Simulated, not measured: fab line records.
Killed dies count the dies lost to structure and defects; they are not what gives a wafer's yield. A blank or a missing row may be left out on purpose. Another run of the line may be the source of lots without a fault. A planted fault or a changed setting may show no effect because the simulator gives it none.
fab line records    flow sky130    part 2 of 2: steps 30 to 39 of 39
record lots=5  wafers=15  last_day=50
route steps=708 shown METAL3@560 VIA3@573 METAL4@598
lots that met no fault: taken from a fault-free run of the same line
start_h: hours from the record's opening day to when the first of the lot's shown wafers began    wait_h: how many hours have passed since the lot's step before this one    " the same as in the row above    L1.1+2: several wafers, shown together as one row    - either no value or no given start    * or withheld: withheld    < > ~ a bound
route shown NAME@n: names a module that has steps shown in the file, with the first one's number in the route    usual: mean/standard deviation taken from wafers without a fault    same: alike in all rows    chamber/n: place in a boat    sites: readings site by site    _std_site: the standard deviation of these    _edge_site: the outer-site mean with the inner-site mean subtracted    radius_mm: how far each site lies from the wafer's centre    mask NAME#n: copy n    behind: the last tool/chamber to shape the wafer    hold: why the lot was held/for how many hours/how that ended    device: names the non-switching transistor (n, p or np)    end of line: the route-end tests of the same wafers    a step given without rows: its recipe and nothing more    killed: dies lost to structure and defects at the first sort, not the wafer's yield    map: the dies of a wafer, with x for killed, . for not killed, _ for no die there
set.NAME: the setting that was run; set.NAME@STEP: the one run at that earlier step    model.NAME: the simulator's own value behind a step, which no gauge read
certain route steps with their lots: each step a table, each wafer a row
services: the hour from which a tool's chamber was out of use, counted from the record's first day as start_h (under 0 if before that day), plus the number of hours and why
## steps
# step SKY_VIA3_STRIP_16
# recipe chemistry=O2/N2  power_w=1400  pressure_mtorr=1500  platen_temp_c=withheld  o2_flow_sccm=3000  n2_flow_sccm=300  overash_fraction=0.5
# usual drypump_motor_current_A=5.7/0.58  oes_product_au=0.402/0.0043  strip_time_to_endpoint_s=4.127/0.024
lot.wafer  tool             chamber  start_h  wait_h  drypump_motor_current_A  oes_product_au  rf_hours_counter_h  strip_time_to_endpoint_s
L075.1     plasma_asher-03  0        941.42   0.0     6.2                      0.397           78                  4.140
L075.2     "                1        "        "       5.3                      0.399           78                  4.152
L075.3     "                1        "        "       5.3                      0.401           -                   4.153
L089.2     plasma_asher-01  1        1047.12  0.0     4.8                      0.406           29                  4.158
L089.3     "                0        "        "       6.3                      0.405           -                   4.177
L089.6     "                1        "        "       4.8                      0.399           -                   4.135
L091.2     plasma_asher-04  0        1069.82  0.0     6.0                      0.397           65                  4.148
L091.4     "                1        "        "       5.4                      0.400           -                   4.128
L091.6     "                1        "        "       5.4                      0.399           -                   4.144
L093.2     plasma_asher-01  0        1071.47  0.0     6.3                      0.399           30                  4.123
L093.4     "                0        "        "       6.3                      0.394           -                   4.074
L093.6     "                1        "        "       4.8                      0.401           -                   4.106
L095.1     plasma_asher-03  1        1075.45  0.0     5.3                      0.403           92                  4.148
L095.3     "                1        "        "       5.4                      0.407           -                   4.143
L095.5     "                1        "        "       5.3                      0.407           -                   4.147
# step SKY_VIA3_STRIP_17
# recipe chemistry=post_etch_residue_remover  time_s=1200  temp_c=72.5
lot.wafer   tool          chamber  start_h  wait_h
L075.1+2+3  wet_bench-02  1        941.52   0.1
L089.2+3+6  wet_bench-02  2        1047.22  0.1
L091.2+4+6  wet_bench-03  3        1069.92  0.1
L093.2+4+6  wet_bench-02  3        1071.57  0.1
L095.1+3+5  wet_bench-03  2        1075.55  0.1
# step SKY_VIA3_CLEAN_18
# recipe chemistry=IPA  time_s=180  temp_c=25
lot.wafer   tool          chamber  start_h  wait_h
L075.1+2+3  wet_bench-03  3        941.86   0.0
L089.2+3+6  wet_bench-03  3        1047.56  0.0
L091.2+4+6  wet_bench-03  2        1070.33  0.0
L093.2+4+6  wet_bench-01  2        1071.91  0.0
L095.1+3+5  wet_bench-02  0        1075.96  0.0
# step SKY_VIA3_CLEAN_19
# recipe chemistry=O3/DIW  dry=n2_spin
lot.wafer   tool          chamber  start_h  wait_h
L075.1+2+3  wet_bench-02  1        941.92   0.0
L089.2+3+6  wet_bench-02  1        1047.62  0.0
L091.2+4+6  wet_bench-02  1        1070.40  0.0
L093.2+4+6  wet_bench-01  1        1071.97  0.0
L095.1+3+5  wet_bench-03  2        1076.02  0.0
# step SKY_VIA3_SPUTTER_20
# recipe material=TiN  target_thk_nm=20  chamber_pressure_pa=5  power_w=4000  time_s=80
# usual throttle_valve_pct=30.0/1.6
lot.wafer  tool            chamber  start_h  wait_h  throttle_valve_pct
L075.1     pvd_sputter-01  -        942.01   0.0     28.6
L075.2     "               -        "        "       31.2
L075.3     "               -        "        "       28.9
L089.2     pvd_sputter-03  -        1047.71  0.0     31.3
L089.3     "               -        "        "       29.7
L089.6     "               -        "        "       30.8
L091.2     pvd_sputter-03  -        1070.50  0.0     32.6
L091.4     "               -        "        "       30.7
L091.6     "               -        "        "       31.0
L093.2     pvd_sputter-04  -        1072.06  0.0     28.5
L093.4     "               -        "        "       30.2
L093.6     "               -        "        "       28.2
L095.1     pvd_sputter-04  -        1076.12  0.0     28.1
L095.3     "               -        "        "       32.4
L095.5     "               -        "        "       30.4
# step SKY_VIA3_CVD_21
# recipe material=W  target_thk_nm=390  time_s=117.31  temp_c=400  pressure_torr=40
# usual heater_power_w=914/61  susceptor_temp_C=400.00/0.25
lot.wafer  tool      chamber  start_h  wait_h  heater_power_w  susceptor_temp_C
L075.1     cvd_w-02  0        942.07   0.0     817             400.13
L075.2     "         1        "        "       938             400.54
L075.3     "         1        "        "       933             400.29
L089.2     cvd_w-02  1        1047.77  0.0     932             400.05
L089.3     "         1        "        "       925             399.69
L089.6     "         0        "        "       791             399.88
L091.2     cvd_w-02  1        1070.56  0.0     961             400.06
L091.4     "         1        "        "       929             400.30
L091.6     "         1        "        "       926             399.89
L093.2     cvd_w-01  0        1072.12  0.0     925             399.78
L093.4     "         1        "        "       967             400.00
L093.6     "         1        "        "       983             399.85
L095.1     cvd_w-02  1        1076.19  0.0     964             399.60
L095.3     "         0        "        "       812             400.43
L095.5     "         1        "        "       960             399.87
# step SKY_VIA3_RS_MEAS_22
# recipe thk_meas_gauge=four-point-probe  reads=W_of_VIA3_CVD_21+TiN_of_VIA3_SPUTTER_20
# usual VIA3_W_RS=0.2958/0.003
lot.wafer  tool           chamber  start_h  wait_h  VIA3_W_RS[ohm/sq]
L075.1     film_metro-03  -        942.19   0.1     0.2980
L075.2     "              -        "        "       0.2972
L075.3     "              -        "        "       0.2998
L089.2     film_metro-03  -        1047.92  0.1     0.2978
L089.3     "              -        "        "       0.3005
L089.6     "              -        "        "       0.2958
L091.2     film_metro-02  -        1070.70  0.1     0.2947
L091.4     "              -        "        "       0.2979
L091.6     "              -        "        "       0.2993
L093.2     film_metro-03  -        1072.27  0.1     0.2997
L093.4     "              -        "        "       0.2979
L093.6     "              -        "        "       0.2956
L095.1     film_metro-02  -        1076.31  0.1     0.2991
L095.3     "              -        "        "       0.2925
L095.5     "              -        "        "       0.2963
# step SKY_VIA3_THK_MEAS_23
# recipe thk_meas_gauge=xrf  reads=W_of_VIA3_CVD_21
# usual VIA3_W_THK=381/4.6
lot.wafer  tool           chamber  start_h  wait_h  VIA3_W_THK[nm]
L075.1     film_metro-03  -        942.31   0.1     382
L075.2     "              -        "        "       379
L075.3     "              -        "        "       379
L089.2     film_metro-03  -        1048.03  0.1     377
L089.3     "              -        "        "       374
L089.6     "              -        "        "       377
L091.2     film_metro-02  -        1070.81  0.1     388
L091.4     "              -        "        "       383
L091.6     "              -        "        "       379
L093.2     film_metro-03  -        1072.38  0.1     372
L093.4     "              -        "        "       376
L093.6     "              -        "        "       381
L095.1     film_metro-02  -        1076.43  0.1     383
L095.3     "              -        "        "       390
L095.5     "              -        "        "       386
# step SKY_VIA3_CMP_24
# recipe stop_on=SiO2  t_overpolish_s=20  down_force_psi=3.5  platen_rpm=60  target_thk_nm=0  pad_velocity_m_s=0.94248
# usual head_pressure_psi=3.500/0.0079  motor_current_A=11.3/1.4  overpolish_run_s=20.001/0.0099  time_to_endpoint_s=91.7/2.8
# same t_overpolish_s=20
lot.wafer  tool    chamber  start_h  wait_h  head_pressure_psi  motor_current_A  overpolish_run_s  time_to_endpoint_s
L075.1     cmp-02  2        942.37   0.1     3.499              9.2              20.002            94.9
L075.3     "       0        "        "       3.487              12.3             20.014            90.4
L075.2     "       1        "        "       3.500              9.7              20.006            94.3
L089.2     cmp-02  0        1048.08  0.0     3.499              12.5             19.997            90.3
L089.3     "       3        "        "       3.500              9.8              20.008            87.2
L089.6     "       0        "        "       3.499              12.6             20.000            88.4
L091.2     cmp-02  0        1070.90  0.1     3.503              12.7             19.990            87.6
L091.4     "       2        "        "       3.508              8.9              20.002            90.1
L091.6     "       1        "        "       3.509              9.4              20.019            90.4
L093.4     cmp-01  1        1073.28  0.9     3.491              12.0             19.986            86.3
L093.2     "       2        "        "       3.508              11.6             20.004            90.1
L093.6     "       2        "        "       3.513              10.8             19.991            92.1
L095.3     cmp-01  3        1076.80  0.3     3.493              13.1             20.007            93.2
L095.1     "       0        "        "       3.509              12.1             20.003            95.5
L095.5     "       2        "        "       3.489              12.0             19.997            97.9
# step SKY_METAL4_SPUTTER_00
# recipe material=Ti  target_thk_nm=15  power_w=3000  time_s=10  chamber_pressure_pa=0.4
# usual throttle_valve_pct=30.4/1.3
lot.wafer  tool            chamber  start_h  wait_h  throttle_valve_pct
L075.1     pvd_sputter-04  -        942.67   0.2     32.8
L075.2     "               -        "        "       32.0
L075.3     "               -        "        "       30.4
L089.2     pvd_sputter-04  -        1048.38  0.2     31.8
L089.3     "               -        "        "       28.2
L089.6     "               -        "        "       28.2
L091.2     pvd_sputter-03  -        1071.20  0.2     30.8
L091.4     "               -        "        "       28.2
L091.6     "               -        "        "       28.3
L093.2     pvd_sputter-02  -        1073.58  0.2     31.4
L093.4     "               -        "        "       30.0
L093.6     "               -        "        "       29.7
L095.1     pvd_sputter-03  -        1077.05  0.1     29.8
L095.3     "               -        "        "       30.8
L095.5     "               -        "        "       29.9
## services
tool            chamber  start_h  hours  kind
rie_diel-04     1        886.10   2.6    repair
rie_metal-04    1        896.64   3.8    repair
cmp-02          -        898.17   2.1    repair
krf_scanner-02  -        901.20   4.4    pm
cmp-01          -        912.28   4.0    pm
cmp-01          -        917.64   2.4    repair
rie_diel-04     2        917.64   2.8    repair
rie_diel-03     1        918.68   7.9    repair
cmp-01          -        920.45   1.3    repair
rie_diel-03     1        930.28   11.1   repair
cmp-01          -        932.30   0.8    repair
krf_scanner-02  -        943.46   1.1    repair
krf_scanner-02  -        948.84   0.3    repair
cmp-01          -        949.94   2.2    repair
krf_scanner-02  -        951.00   1.0    pm
krf_scanner-01  -        954.39   0.8    pm
krf_scanner-01  -        956.76   4.4    pm
krf_scanner-02  -        973.20   1.3    pm
rie_diel-04     2        993.29   4.0    repair
rie_diel-03     -        999.72   0.2    repair
wet_bench-04    -        1006.26  2.5    repair
rie_diel-04     3        1009.54  5.5    repair
rie_diel-04     2        1041.05  8.9    repair
wet_bench-01    -        1045.09  2.6    repair
